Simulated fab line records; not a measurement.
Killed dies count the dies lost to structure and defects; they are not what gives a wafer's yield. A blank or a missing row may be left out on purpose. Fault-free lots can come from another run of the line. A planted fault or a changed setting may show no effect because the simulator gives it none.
Which tool was responsible? || flow sky130 || 14 lots with 42 wafers sampled at 5 steps, on a route of 708 steps

## WHAT THE GAUGES READ, wafer by wafer
The record holds no reading of a measuring or inspecting step that can be judged against a usual standard deviation.

## WHAT TOOL EACH LOT RAN ON (gives the tool, then ch and the chambers of the sampled wafers, and finally the start)
{"lot": "L988", "SKY_VIA4_ETCH_12": "rieDiel-01 ch 2,3, day 43 16:59", "SKY_METAL5_SPUTTER_01": "pvdSputter-03, day 43 18:24", "SKY_METAL5_METAL_ETCH_15": "rieMetal-02 ch 0,1, day 44 17:05", "SKY_METAL5_STRIP_16": "plasmaAsher-04 ch 0,1, day 44 17:25", "SKY_PAD_OPEN_ETCH_07": "rieDiel-01 ch 0,1,2, day 46 13:27"}
{"lot": "L989", "SKY_VIA4_ETCH_12": "rieDiel-01 ch 1,3, day 43 20:34", "SKY_METAL5_SPUTTER_01": "pvdSputter-02, day 43 21:59", "SKY_METAL5_METAL_ETCH_15": "rieMetal-01 ch 0,1, day 44 20:02", "SKY_METAL5_STRIP_16": "plasmaAsher-01 ch 0,1, day 44 20:16", "SKY_PAD_OPEN_ETCH_07": "rieDiel-01 ch 0,1,3, day 46 15:30"}
{"lot": "L990", "SKY_VIA4_ETCH_12": "rieDiel-01 ch 1,3, day 44 02:17", "SKY_METAL5_SPUTTER_01": "pvdSputter-03, day 44 03:47", "SKY_METAL5_METAL_ETCH_15": "rieMetal-01 ch 0,1, day 45 02:08", "SKY_METAL5_STRIP_16": "plasmaAsher-04 ch 0,1, day 45 02:22", "SKY_PAD_OPEN_ETCH_07": "rieDiel-03 ch 1,2,3, day 46 22:09"}
{"lot": "L991", "SKY_VIA4_ETCH_12": "rieDiel-03 ch 1,2, day 44 21:53", "SKY_METAL5_SPUTTER_01": "pvdSputter-01, day 44 23:16", "SKY_METAL5_METAL_ETCH_15": "rieMetal-01 ch 0,1, day 45 20:10", "SKY_METAL5_STRIP_16": "plasmaAsher-04 ch 0,1, day 45 20:21", "SKY_PAD_OPEN_ETCH_07": "rieDiel-03 ch 0,1, day 47 13:48"}
{"lot": "L992", "SKY_VIA4_ETCH_12": "rieDiel-04 ch 0,3, day 45 01:43", "SKY_METAL5_SPUTTER_01": "pvdSputter-01, day 45 03:08", "SKY_METAL5_METAL_ETCH_15": "rieMetal-03 ch 0,1, day 46 01:49", "SKY_METAL5_STRIP_16": "plasmaAsher-04 ch 0,1, day 46 02:03", "SKY_PAD_OPEN_ETCH_07": "rieDiel-01 ch 0,1,2, day 47 19:30"}
{"lot": "L993", "SKY_VIA4_ETCH_12": "rieDiel-03 ch 1,3, day 45 05:01", "SKY_METAL5_SPUTTER_01": "pvdSputter-02, day 45 06:45", "SKY_METAL5_METAL_ETCH_15": "rieMetal-03 ch 0,1, day 46 04:23", "SKY_METAL5_STRIP_16": "plasmaAsher-01 ch 0,1, day 46 04:37", "SKY_PAD_OPEN_ETCH_07": "rieDiel-01 ch 0,1,3, day 47 22:00"}
{"lot": "L994", "SKY_VIA4_ETCH_12": "rieDiel-01 ch 2,3, day 45 11:02", "SKY_METAL5_SPUTTER_01": "pvdSputter-01, day 45 12:44", "SKY_METAL5_METAL_ETCH_15": "rieMetal-02 ch 0,1, day 46 10:20", "SKY_METAL5_STRIP_16": "plasmaAsher-02 ch 0,1, day 46 10:34", "SKY_PAD_OPEN_ETCH_07": "rieDiel-03 ch 1,2,3, day 48 03:54"}
{"lot": "L995", "SKY_VIA4_ETCH_12": "rieDiel-03 ch 2,3, day 45 19:29", "SKY_METAL5_SPUTTER_01": "pvdSputter-02, day 45 20:52", "SKY_METAL5_METAL_ETCH_15": "rieMetal-01 ch 0,1, day 46 17:13", "SKY_METAL5_STRIP_16": "plasmaAsher-02 ch 0,1, day 46 17:27", "SKY_PAD_OPEN_ETCH_07": "rieDiel-03 ch 0,1,3, day 48 10:12"}
{"lot": "L996", "SKY_VIA4_ETCH_12": "rieDiel-03 ch 0,3, day 45 20:59", "SKY_METAL5_SPUTTER_01": "pvdSputter-03, day 45 22:25", "SKY_METAL5_METAL_ETCH_15": "rieMetal-03 ch 0,1, day 46 18:58", "SKY_METAL5_STRIP_16": "plasmaAsher-04 ch 0,1, day 46 19:09", "SKY_PAD_OPEN_ETCH_07": "rieDiel-01 ch 1,2,3, day 48 11:42"}
{"lot": "L997", "SKY_VIA4_ETCH_12": "rieDiel-04 ch 1,2, day 46 00:22", "SKY_METAL5_SPUTTER_01": "pvdSputter-02, day 46 01:46", "SKY_METAL5_METAL_ETCH_15": "rieMetal-02 ch 0,1, day 46 23:11", "SKY_METAL5_STRIP_16": "plasmaAsher-02 ch 0, day 46 23:31", "SKY_PAD_OPEN_ETCH_07": "rieDiel-03 ch 0,1,3, day 48 15:24"}
{"lot": "L101", "SKY_VIA4_ETCH_12": "rieDiel-03 ch 1,3, day 47 00:59", "SKY_METAL5_SPUTTER_01": "pvdSputter-01, day 47 02:26", "SKY_METAL5_METAL_ETCH_15": "rieMetal-02 ch 0,1, day 47 22:41", "SKY_METAL5_STRIP_16": "plasmaAsher-02 ch 0,1, day 47 22:55", "SKY_PAD_OPEN_ETCH_07": "rieDiel-02 ch 1,3, day 49 12:39"}
{"lot": "L106", "SKY_VIA4_ETCH_12": "rieDiel-04 ch 0,3, day 48 04:14", "SKY_METAL5_SPUTTER_01": "pvdSputter-03, day 48 05:54", "SKY_METAL5_METAL_ETCH_15": "rieMetal-02 ch 1, day 49 00:29", "SKY_METAL5_STRIP_16": "plasmaAsher-01 ch 0,1, day 49 00:52", "SKY_PAD_OPEN_ETCH_07": "rieDiel-01 ch 3, day 50 11:27"}
{"lot": "L105", "SKY_VIA4_ETCH_12": "rieDiel-04 ch 1,2,3, day 48 05:37", "SKY_METAL5_SPUTTER_01": "pvdSputter-01, day 48 07:31", "SKY_METAL5_METAL_ETCH_15": "rieMetal-02 ch 1, day 49 02:30", "SKY_METAL5_STRIP_16": "plasmaAsher-02 ch 0,1, day 49 02:58", "SKY_PAD_OPEN_ETCH_07": "rieDiel-01 ch 1,2, day 50 13:45"}
{"lot": "L108", "SKY_VIA4_ETCH_12": "rieDiel-01 ch 1,2,3, day 48 20:02", "SKY_METAL5_SPUTTER_01": "pvdSputter-03, day 48 22:19", "SKY_METAL5_METAL_ETCH_15": "rieMetal-03 ch 0,1, day 49 15:15", "SKY_METAL5_STRIP_16": "plasmaAsher-02 ch 0,1, day 49 15:26", "SKY_PAD_OPEN_ETCH_07": "rieDiel-02 ch 1,2,3, day 50 22:39"}
- SKY_VIA4_ETCH_12: etches SiO2 in C4F8/O2/Ar, stops on TiN, target depth 580 nm.
- SKY_METAL5_SPUTTER_01: material TiN, target thk 20 nm, time 16.7 s.
- SKY_METAL5_METAL_ETCH_15: etches the open film in Cl2/BCl3, stops on SiO2, target depth 1260 nm, time 252 s.
- SKY_METAL5_STRIP_16: strips in O2/N2.
- SKY_PAD_OPEN_ETCH_07: etches the open film in CF4/O2, stops on AlCu, target depth 725 nm, time 161.1 s.

## WHAT THE TOOLS THEMSELVES READ (means of the sampled wafers that have a number; where no wafer has one, the mark that the record gives instead)
SKY_VIA4_ETCH_12.
{"lot": "L988", "tool": "rieDiel-01", "biasW (W)": 1201, "oesProductAu (a.u.)": 0.929, "rfFwdPowerW (W)": 1488}
{"lot": "L989", "tool": "rieDiel-01", "biasW (W)": 1199, "oesProductAu (a.u.)": 0.923, "rfFwdPowerW (W)": 1493}
{"lot": "L990", "tool": "rieDiel-01", "biasW (W)": 1203, "oesProductAu (a.u.)": 0.924, "rfFwdPowerW (W)": 1491}
{"lot": "L991", "tool": "rieDiel-03", "biasW (W)": 1199, "oesProductAu (a.u.)": 0.926, "rfFwdPowerW (W)": 1490}
{"lot": "L992", "tool": "rieDiel-04", "biasW (W)": 1200, "oesProductAu (a.u.)": 0.929, "rfFwdPowerW (W)": 1494}
{"lot": "L993", "tool": "rieDiel-03", "biasW (W)": 1198, "oesProductAu (a.u.)": 0.924, "rfFwdPowerW (W)": 1487}
{"lot": "L994", "tool": "rieDiel-01", "biasW (W)": 1200, "oesProductAu (a.u.)": 0.920, "rfFwdPowerW (W)": 1489}
{"lot": "L995", "tool": "rieDiel-03", "biasW (W)": 1198, "oesProductAu (a.u.)": 0.927, "rfFwdPowerW (W)": 1491}
{"lot": "L996", "tool": "rieDiel-03", "biasW (W)": 1204, "oesProductAu (a.u.)": 0.926, "rfFwdPowerW (W)": 1491}
{"lot": "L997", "tool": "rieDiel-04", "biasW (W)": 1198, "oesProductAu (a.u.)": 0.926, "rfFwdPowerW (W)": 1497}
{"lot": "L101", "tool": "rieDiel-03", "biasW (W)": 1196, "oesProductAu (a.u.)": 0.925, "rfFwdPowerW (W)": 1489}
{"lot": "L106", "tool": "rieDiel-04", "biasW (W)": 1204, "oesProductAu (a.u.)": 0.926, "rfFwdPowerW (W)": 1493}
{"lot": "L105", "tool": "rieDiel-04", "biasW (W)": 1198, "oesProductAu (a.u.)": 0.928, "rfFwdPowerW (W)": 1490}
{"lot": "L108", "tool": "rieDiel-01", "biasW (W)": 1198, "oesProductAu (a.u.)": 0.922, "rfFwdPowerW (W)": 1495}

SKY_METAL5_SPUTTER_01.
{"lot": "L988", "tool": "pvdSputter-03", "throttleValvePct (%)": 29.6}
{"lot": "L989", "tool": "pvdSputter-02", "throttleValvePct (%)": 29.2}
{"lot": "L990", "tool": "pvdSputter-03", "throttleValvePct (%)": 28.5}
{"lot": "L991", "tool": "pvdSputter-01", "throttleValvePct (%)": 29.7}
{"lot": "L992", "tool": "pvdSputter-01", "throttleValvePct (%)": 30.5}
{"lot": "L993", "tool": "pvdSputter-02", "throttleValvePct (%)": 29.9}
{"lot": "L994", "tool": "pvdSputter-01", "throttleValvePct (%)": 30.4}
{"lot": "L995", "tool": "pvdSputter-02", "throttleValvePct (%)": 29.3}
{"lot": "L996", "tool": "pvdSputter-03", "throttleValvePct (%)": 29.6}
{"lot": "L997", "tool": "pvdSputter-02", "throttleValvePct (%)": 29.5}
{"lot": "L101", "tool": "pvdSputter-01", "throttleValvePct (%)": 29.7}
{"lot": "L106", "tool": "pvdSputter-03", "throttleValvePct (%)": 30.2}
{"lot": "L105", "tool": "pvdSputter-01", "throttleValvePct (%)": 29.8}
{"lot": "L108", "tool": "pvdSputter-03", "throttleValvePct (%)": 28.6}

SKY_METAL5_METAL_ETCH_15.
{"lot": "L988", "tool": "rieMetal-02", "biasW (W)": 48.42, "drypumpMotorCurrentA (A)": 5.7, "oesProductAu (a.u.)": 0.898, "rfFwdPowerW (W)": 897.4, "throttleValvePct (%)": 22.268}
{"lot": "L989", "tool": "rieMetal-01", "biasW (W)": 48.44, "drypumpMotorCurrentA (A)": 5.7, "oesProductAu (a.u.)": 0.899, "rfFwdPowerW (W)": 898.9, "throttleValvePct (%)": 22.261}
{"lot": "L990", "tool": "rieMetal-01", "biasW (W)": 48.36, "drypumpMotorCurrentA (A)": 5.8, "oesProductAu (a.u.)": 0.899, "rfFwdPowerW (W)": 900.3, "throttleValvePct (%)": 22.258}
{"lot": "L991", "tool": "rieMetal-01", "biasW (W)": 48.44, "drypumpMotorCurrentA (A)": 5.7, "oesProductAu (a.u.)": 0.897, "rfFwdPowerW (W)": 899.8, "throttleValvePct (%)": 22.267}
{"lot": "L992", "tool": "rieMetal-03", "biasW (W)": 48.40, "drypumpMotorCurrentA (A)": 6.2, "oesProductAu (a.u.)": 0.891, "rfFwdPowerW (W)": 898.4, "throttleValvePct (%)": 22.265}
{"lot": "L993", "tool": "rieMetal-03", "biasW (W)": 48.48, "drypumpMotorCurrentA (A)": 6.2, "oesProductAu (a.u.)": 0.899, "rfFwdPowerW (W)": 896.9, "throttleValvePct (%)": 22.264}
{"lot": "L994", "tool": "rieMetal-02", "biasW (W)": 48.59, "drypumpMotorCurrentA (A)": 5.7, "oesProductAu (a.u.)": 0.893, "rfFwdPowerW (W)": 899.9, "throttleValvePct (%)": 22.264}
{"lot": "L995", "tool": "rieMetal-01", "biasW (W)": 48.56, "drypumpMotorCurrentA (A)": 5.6, "oesProductAu (a.u.)": 0.892, "rfFwdPowerW (W)": 899.0, "throttleValvePct (%)": 22.261}
{"lot": "L996", "tool": "rieMetal-03", "biasW (W)": 48.44, "drypumpMotorCurrentA (A)": 6.1, "oesProductAu (a.u.)": 0.891, "rfFwdPowerW (W)": 893.8, "throttleValvePct (%)": 22.262}
{"lot": "L997", "tool": "rieMetal-02", "biasW (W)": 48.65, "drypumpMotorCurrentA (A)": 5.7, "oesProductAu (a.u.)": 0.892, "rfFwdPowerW (W)": 895.0, "throttleValvePct (%)": 22.262}
{"lot": "L101", "tool": "rieMetal-02", "biasW (W)": 48.37, "drypumpMotorCurrentA (A)": 5.9, "oesProductAu (a.u.)": 0.891, "rfFwdPowerW (W)": 894.4, "throttleValvePct (%)": 22.256}
{"lot": "L106", "tool": "rieMetal-02", "biasW (W)": 48.51, "drypumpMotorCurrentA (A)": 5.6, "oesProductAu (a.u.)": 0.759, "rfFwdPowerW (W)": 898.1, "throttleValvePct (%)": 22.259}
{"lot": "L105", "tool": "rieMetal-02", "biasW (W)": 48.49, "drypumpMotorCurrentA (A)": 5.6, "oesProductAu (a.u.)": 0.834, "rfFwdPowerW (W)": 900.2, "throttleValvePct (%)": 22.259}
{"lot": "L108", "tool": "rieMetal-03", "biasW (W)": 48.48, "drypumpMotorCurrentA (A)": 6.1, "oesProductAu (a.u.)": 0.892, "rfFwdPowerW (W)": 898.2, "throttleValvePct (%)": 22.264}

SKY_METAL5_STRIP_16.
{"lot": "L988", "tool": "plasmaAsher-04", "drypumpMotorCurrentA (A)": 5.2, "oesProductAu (a.u.)": 0.710, "stripTimeToEndpointS (s)": 12.98}
{"lot": "L989", "tool": "plasmaAsher-01", "drypumpMotorCurrentA (A)": 5.7, "oesProductAu (a.u.)": 0.709, "stripTimeToEndpointS (s)": 13.11}
{"lot": "L990", "tool": "plasmaAsher-04", "drypumpMotorCurrentA (A)": 5.7, "oesProductAu (a.u.)": 0.710, "stripTimeToEndpointS (s)": 13.20}
{"lot": "L991", "tool": "plasmaAsher-04", "drypumpMotorCurrentA (A)": 5.2, "oesProductAu (a.u.)": 0.712, "stripTimeToEndpointS (s)": 13.16}
{"lot": "L992", "tool": "plasmaAsher-04", "drypumpMotorCurrentA (A)": 5.7, "oesProductAu (a.u.)": 0.709, "stripTimeToEndpointS (s)": 12.81}
{"lot": "L993", "tool": "plasmaAsher-01", "drypumpMotorCurrentA (A)": 5.7, "oesProductAu (a.u.)": 0.709, "stripTimeToEndpointS (s)": 12.76}
{"lot": "L994", "tool": "plasmaAsher-02", "drypumpMotorCurrentA (A)": 5.2, "oesProductAu (a.u.)": 0.710, "stripTimeToEndpointS (s)": 13.11}
{"lot": "L995", "tool": "plasmaAsher-02", "drypumpMotorCurrentA (A)": 5.1, "oesProductAu (a.u.)": 0.709, "stripTimeToEndpointS (s)": 13.06}
{"lot": "L996", "tool": "plasmaAsher-04", "drypumpMotorCurrentA (A)": 5.7, "oesProductAu (a.u.)": 0.712, "stripTimeToEndpointS (s)": 13.02}
{"lot": "L997", "tool": "plasmaAsher-02", "drypumpMotorCurrentA (A)": 5.2, "oesProductAu (a.u.)": 0.712, "stripTimeToEndpointS (s)": 13.14}
{"lot": "L101", "tool": "plasmaAsher-02", "drypumpMotorCurrentA (A)": 5.1, "oesProductAu (a.u.)": 0.713, "stripTimeToEndpointS (s)": 13.02}
{"lot": "L106", "tool": "plasmaAsher-01", "drypumpMotorCurrentA (A)": 5.7, "oesProductAu (a.u.)": 0.709, "stripTimeToEndpointS (s)": 15.87}
{"lot": "L105", "tool": "plasmaAsher-02", "drypumpMotorCurrentA (A)": 5.2, "oesProductAu (a.u.)": 0.709, "stripTimeToEndpointS (s)": 14.56}
{"lot": "L108", "tool": "plasmaAsher-02", "drypumpMotorCurrentA (A)": 5.2, "oesProductAu (a.u.)": 0.710, "stripTimeToEndpointS (s)": 12.83}

SKY_PAD_OPEN_ETCH_07.
{"lot": "L988", "tool": "rieDiel-01", "biasW (W)": 149.8, "drypumpMotorCurrentA (A)": 5.4, "oesProductAu (a.u.)": 0.979, "rfFwdPowerW (W)": 797.2, "throttleValvePct (%)": 5.968}
{"lot": "L989", "tool": "rieDiel-01", "biasW (W)": 150.3, "drypumpMotorCurrentA (A)": 5.3, "oesProductAu (a.u.)": 0.976, "rfFwdPowerW (W)": 796.3, "throttleValvePct (%)": 5.963}
{"lot": "L990", "tool": "rieDiel-03", "biasW (W)": 149.6, "drypumpMotorCurrentA (A)": 6.1, "oesProductAu (a.u.)": 0.979, "rfFwdPowerW (W)": 797.2, "throttleValvePct (%)": 5.969}
{"lot": "L991", "tool": "rieDiel-03", "biasW (W)": 150.4, "drypumpMotorCurrentA (A)": 5.1, "oesProductAu (a.u.)": 0.973, "rfFwdPowerW (W)": 796.9, "throttleValvePct (%)": 5.958}
{"lot": "L992", "tool": "rieDiel-01", "biasW (W)": 150.2, "drypumpMotorCurrentA (A)": 5.4, "oesProductAu (a.u.)": 0.982, "rfFwdPowerW (W)": 795.3, "throttleValvePct (%)": 5.973}
{"lot": "L993", "tool": "rieDiel-01", "biasW (W)": 149.5, "drypumpMotorCurrentA (A)": 5.3, "oesProductAu (a.u.)": 0.971, "rfFwdPowerW (W)": 795.5, "throttleValvePct (%)": 5.964}
{"lot": "L994", "tool": "rieDiel-03", "biasW (W)": 149.9, "drypumpMotorCurrentA (A)": 6.1, "oesProductAu (a.u.)": 0.970, "rfFwdPowerW (W)": 795.5, "throttleValvePct (%)": 5.964}
{"lot": "L995", "tool": "rieDiel-03", "biasW (W)": 149.5, "drypumpMotorCurrentA (A)": 5.5, "oesProductAu (a.u.)": 0.977, "rfFwdPowerW (W)": 797.5, "throttleValvePct (%)": 5.960}
{"lot": "L996", "tool": "rieDiel-01", "biasW (W)": 150.0, "drypumpMotorCurrentA (A)": 5.3, "oesProductAu (a.u.)": 0.977, "rfFwdPowerW (W)": 798.0, "throttleValvePct (%)": 5.962}
{"lot": "L997", "tool": "rieDiel-03", "biasW (W)": 149.7, "drypumpMotorCurrentA (A)": 5.5, "oesProductAu (a.u.)": 0.983, "rfFwdPowerW (W)": 799.9, "throttleValvePct (%)": 5.964}
{"lot": "L101", "tool": "rieDiel-02", "biasW (W)": 150.3, "drypumpMotorCurrentA (A)": 5.2, "oesProductAu (a.u.)": 0.973, "rfFwdPowerW (W)": 796.2, "throttleValvePct (%)": 5.955}
{"lot": "L106", "tool": "rieDiel-01", "biasW (W)": 149.6, "drypumpMotorCurrentA (A)": 5.5, "oesProductAu (a.u.)": 0.982, "rfFwdPowerW (W)": 796.1, "throttleValvePct (%)": 5.971}
{"lot": "L105", "tool": "rieDiel-01", "biasW (W)": 149.8, "drypumpMotorCurrentA (A)": 5.2, "oesProductAu (a.u.)": 0.981, "rfFwdPowerW (W)": 798.5, "throttleValvePct (%)": 5.957}
{"lot": "L108", "tool": "rieDiel-02", "biasW (W)": 149.9, "drypumpMotorCurrentA (A)": 5.4, "oesProductAu (a.u.)": 0.987, "rfFwdPowerW (W)": 795.2, "throttleValvePct (%)": 5.964}

## THE ANSWER, worked out from the rows above alone
Rule: usual is defined by the lots themselves. The widest of any qualifying gaps counts: lots, ordered by their means at a reading, are off when they make up no more than a third of the lots, leave a main group of 4 or more, and stand apart from it by 3 or more times the standard deviation of that group's means. A main group is skipped when, at the precision printed for the reading in the tables above, its means are all equal. Also off: a lot with no number at a reading for which 4 or more lots have one. The other lots that the step has rows for count as sound. The gauges are gone through in route order, then the tools' own readings, and for those a lot's mean is taken as printed above. The first step at which some lot is off is used, and at that step the reading that is off furthest; a lot without a number counts as furthest.
Off at SKY_METAL5_METAL_ETCH_15 (oesProductAu): L106, L105. Mean 0.895 a.u. and standard deviation 0.0034 in the main group.
If a tool, at that step or one of the process steps before it, ran each lot that is off and ran no sound lot following the first of them, it fits. Undecided on this evidence; 2 tools fit (rieDiel-04 at SKY_VIA4_ETCH_12, rieMetal-02 at SKY_METAL5_METAL_ETCH_15).

## WHAT THE SIMULATOR PUT IN
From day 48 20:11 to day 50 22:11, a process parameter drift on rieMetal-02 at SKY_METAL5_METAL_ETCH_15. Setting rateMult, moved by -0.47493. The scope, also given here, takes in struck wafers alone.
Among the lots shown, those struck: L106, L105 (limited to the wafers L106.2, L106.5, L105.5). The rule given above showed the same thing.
